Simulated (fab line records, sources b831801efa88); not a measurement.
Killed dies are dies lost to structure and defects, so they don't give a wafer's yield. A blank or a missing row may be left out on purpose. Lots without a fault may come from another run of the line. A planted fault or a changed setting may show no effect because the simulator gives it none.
Which tool did it? | flow gf180mcu | 10 lots, 30 wafers sampled, at 2 steps of a route of 602

WHAT THE GAUGES READ, wafer by wafer
GF_M5_OVL_MEAS_08. Usual: M5_OVL 0 nm, standard deviation 4.8.
lot  | measured     | on         | M5_OVL (nm) | flag
L366 | day 25 23:05 | overlay-01 | -4 3 -1     |
L367 | day 27 03:55 | overlay-01 | 6 4 9       |
L371 | day 27 23:23 | overlay-02 | -4 -10 -2   |
L376 | day 29 02:45 | overlay-02 | 2 -3 -5     |
L377 | day 29 13:31 | overlay-01 | -5 -6 -2    |
L378 | day 30 02:53 | overlay-01 | 1 2 -2      |
L381 | day 30 17:45 | overlay-02 | -7 -8 -5    |
L384 | day 31 13:22 | overlay-02 | 2 -1 -5     |
L385 | day 32 00:59 | overlay-01 | -6 0 3      |
L388 | day 32 12:11 | overlay-02 | -1 -7 -3    |

WHICH TOOL RAN EACH LOT (tool, then ch and the chambers of the sampled wafers, then the start)
lot  | GF_MIM_STRIP_20
L366 | plasma_asher-03 ch 0,1, day 25 00:37
L367 | plasma_asher-03 ch 0,1, day 26 06:19
L371 | plasma_asher-03 ch 0,1, day 27 02:37
L376 | plasma_asher-04 ch 0,1, day 28 08:31
L377 | plasma_asher-04 ch 0,1, day 28 19:01
L378 | plasma_asher-03 ch 0,1, day 29 07:37
L381 | plasma_asher-04 ch 0,1, day 29 23:25
L384 | plasma_asher-02 ch 0,1, day 30 19:58
L385 | plasma_asher-03 ch 0,1, day 31 08:16
L388 | plasma_asher-03 ch 1, day 31 19:34
- GF_MIM_STRIP_20: strips in O2/N2.

WHAT THE TOOLS THEMSELVES READ (means of the sampled wafers that have a number; where no wafer has one, the mark that the record gives instead)
GF_MIM_STRIP_20. Usual: drypump_motor_current_A 5.8 A, standard deviation 0.34; heater_power_w 323 W, standard deviation 16; n2_flow_sccm 300.0 sccm, standard deviation 0.87; oes_product_au 0.691 a.u., standard deviation 0.005; platen_temp_c 250.01 C, standard deviation 0.18; strip_time_to_endpoint_s 11.21 s, standard deviation 0.042.
lot  | tool            | drypump_motor_current_A (A) | heater_power_w (W) | n2_flow_sccm (sccm) | oes_product_au (a.u.) | platen_temp_c (C) | strip_time_to_endpoint_s (s) | flag
L366 | plasma_asher-03 | 6.0                         | 305                | 299.7               | 0.691                 | 249.94            | 11.17                        |
L367 | plasma_asher-03 | 5.7                         | 315                | 299.8               | 0.689                 | 250.11            | 11.22                        |
L371 | plasma_asher-03 | 6.0                         | 309                | 299.7               | 0.684                 | 250.07            | 11.16                        |
L376 | plasma_asher-04 | 5.7                         | 329                | 299.9               | 0.693                 | 250.19            | 11.24                        |
L377 | plasma_asher-04 | 5.6                         | 314                | 299.9               | 0.693                 | 249.87            | 11.20                        |
L378 | plasma_asher-03 | 5.7                         | 317                | 299.9               | 0.690                 | 250.03            | 11.20                        |
L381 | plasma_asher-04 | 5.7                         | 329                | 300.0               | 0.691                 | 249.99            | 11.20                        |
L384 | plasma_asher-02 | 6.0                         | 336                | 300.3               | 0.688                 | 249.85            | 11.16                        |
L385 | plasma_asher-03 | 5.7                         | 320                | 300.6               | 0.686                 | 249.84            | 11.24                        |
L388 | plasma_asher-03 | 5.5                         | 324                | 300.8               | 0.686                 | 249.96            | 11.15                        |

THE ANSWER, worked out from the rows above alone
Rule: a lot is off if the mean of its wafers that have a number lies more than 3 standard deviations from the usual mean. A lot without any number at a reading at which 4 lots or more have one is off too. The other lots that the step has rows for count as sound. The gauges are gone through in route order, then the tools' own readings, and for those a lot's mean is taken as printed above. The first step at which some lot is off is used, and at that step the reading that is off furthest; a lot without a number counts as furthest.
No lot is off at any reading shown: from this, nothing can be told.

WHAT THE SIMULATOR HAD PUT IN
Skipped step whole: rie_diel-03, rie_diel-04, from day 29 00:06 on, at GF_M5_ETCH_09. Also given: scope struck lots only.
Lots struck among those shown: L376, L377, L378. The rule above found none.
